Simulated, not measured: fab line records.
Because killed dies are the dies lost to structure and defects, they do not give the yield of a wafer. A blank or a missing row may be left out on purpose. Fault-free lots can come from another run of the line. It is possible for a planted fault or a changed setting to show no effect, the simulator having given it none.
Which tool did it? | flow sky130 | 42 wafers from 14 lots sampled at 3 of the route's 708 steps

WHAT EACH GAUGE READ, for each wafer
SKY_VIA4_RS_MEAS_19: measures by four-point-probe. Usual: VIA4_W_RS gives 0.226 ohm/sq (standard deviation 0.0051).
lot  | measured     | on            | VIA4_W_RS (ohm/sq) | flag
L140 | day 42 22:42 | film metro-01 | 0.226 0.225 0.225  |
L141 | day 43 07:26 | film metro-02 | 0.226 0.227 0.230  |
L142 | day 43 15:26 | film metro-02 | 0.223 0.225 0.224  |
L143 | day 44 00:28 | film metro-01 | 0.221 0.228 0.223  |
L144 | day 44 07:26 | film metro-04 | 0.232 0.234 0.228  |
L145 | day 44 17:49 | film metro-02 | 0.226 0.226 0.224  |
L146 | day 44 23:59 | film metro-01 | 0.233 0.233 0.232  |
L147 | day 45 06:10 | film metro-01 | 0.229 0.227 0.231  |
L148 | day 45 07:14 | film metro-01 | 0.231 0.229 0.231  |
L151 | day 46 02:30 | film metro-04 | 0.253 0.254 0.252  | OFF
L152 | day 46 10:34 | film metro-01 | 0.250 0.243 0.250  | OFF
L153 | day 46 18:03 | film metro-04 | 0.227 0.227 0.224  |
L161 | day 48 11:41 | film metro-04 | 0.226 0.212 0.214  |
L162 | day 48 16:15 | film metro-01 | 0.211 0.223 0.213  |

SKY_VIA4_THK_MEAS_20: measures by xrf. Usual: VIA4_W_THK gives 506 nm (standard deviation 12).
lot  | measured     | on            | VIA4_W_THK (nm) | flag
L140 | day 42 22:49 | film metro-01 | 505 506 505     |
L141 | day 43 07:34 | film metro-02 | 508 507 498     |
L142 | day 43 15:33 | film metro-02 | 516 510 514     |
L143 | day 44 00:34 | film metro-01 | 521 509 520     |
L144 | day 44 07:32 | film metro-04 | 495 491 504     |
L145 | day 44 17:56 | film metro-02 | 504 504 510     |
L146 | day 45 00:05 | film metro-01 | 490 490 493     |
L147 | day 45 06:16 | film metro-01 | 497 503 492     |
L148 | day 45 07:22 | film metro-01 | 493 499 495     |
L151 | day 46 02:37 | film metro-04 | 452 447 452     | OFF
L152 | day 46 10:40 | film metro-01 | 454 467 454     | OFF
L153 | day 46 18:10 | film metro-04 | 504 505 511     |
L161 | day 48 11:47 | film metro-04 | 505 539 536     |
L162 | day 48 16:22 | film metro-01 | 544 512 540     |

WHAT TOOL EACH LOT RAN ON (gives the tool, then ch and the chambers of the sampled wafers, and finally the start)
lot  | SKY_VIA4_CVD_18
L140 | cvd w-02 ch 1, day 42 22:32
L141 | cvd w-02 ch 0,1, day 43 07:17
L142 | cvd w-02 ch 0,1, day 43 15:17
L143 | cvd w-02 ch 0,1, day 44 00:19
L144 | cvd w-01 ch 0,1, day 44 07:16
L145 | cvd w-02 ch 0, day 44 17:39
L146 | cvd w-01 ch 0,1, day 44 23:50
L147 | cvd w-02 ch 1, day 45 05:59
L148 | cvd w-01 ch 0,1, day 45 07:05
L151 | cvd w-01 ch 0, day 46 02:11
L152 | cvd w-01 ch 0,1, day 46 10:23
L153 | cvd w-02 ch 0,1, day 46 17:53
L161 | cvd w-02 ch 0,1, day 48 11:32
L162 | cvd w-02 ch 0,1, day 48 16:06
- SKY_VIA4_CVD_18: deposits W, target thk 505 nm, time 152.14 s.

WHAT THE TOOLS THEMSELVES READ (means of the sampled wafers that have a number; where no wafer has one, the mark that the record gives instead)
SKY_VIA4_CVD_18. Usual: heater power w 833 W, standard deviation 69; susceptor temp C 400.04 C, standard deviation 0.22.
lot  | tool     | heater power w (W) | susceptor temp C (C) | flag
L140 | cvd w-02 | 884                | 400.00               |
L141 | cvd w-02 | 827                | 399.79               |
L142 | cvd w-02 | 838                | 399.93               |
L143 | cvd w-02 | 775                | 400.12               |
L144 | cvd w-01 | 864                | 400.27               |
L145 | cvd w-02 | 726                | 399.92               |
L146 | cvd w-01 | 876                | 399.79               |
L147 | cvd w-02 | 877                | 400.30               |
L148 | cvd w-01 | 875                | 400.00               |
L151 | cvd w-01 | 862                | 395.52               | OFF
L152 | cvd w-01 | 834                | 395.26               | OFF
L153 | cvd w-02 | 826                | 399.84               |
L161 | cvd w-02 | 799                | 399.83               |
L162 | cvd w-02 | 779                | 400.13               |

THE ANSWER, worked out from the rows above alone
Rule: lot off if the mean of its wafers having a number is beyond 3 standard deviations from the usual mean. A lot without any number at a reading at which 4 lots or more have one is off too. Where the step has rows for the other lots, those lots are counted as sound. Order of review: gauges by route order, followed by the tools' own readings, for which a lot's mean as printed above is used. At the first step where some lot is off, the reading lying furthest off is the one used; lots without a number count as furthest.
Off: L151, L152, at SKY_VIA4_RS_MEAS_19 (VIA4_W_RS).
If a tool, at a process step before that reading, ran all the lots that are off and no sound lot after the first of them, it fits. The gauges at SKY_VIA4_RS_MEAS_19 aren't tried: what is off there is off at SKY_VIA4_CVD_18 too, on other tools, and a gauge's error can't cause that. One fits: cvd w-01 at SKY_VIA4_CVD_18. Its last sound lot is L148 (day 45 07:05), its first lot that is off L151 (day 46 02:11): a fault that began between those two fits.
The tool's own readings at SKY_VIA4_CVD_18 bear it out: on the lots that are off they differ by more than 5 times the standard deviation of the sound lots' means. susceptor temp C reads 395.39 C there against 399.99 C on the sound lots.

WHAT THE SIMULATOR HAD PUT IN
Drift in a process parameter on cvd w-01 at SKY_VIA4_CVD_18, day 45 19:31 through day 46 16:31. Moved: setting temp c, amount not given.
Lots struck among those shown: L151, L152. This agrees with what the rule above found.
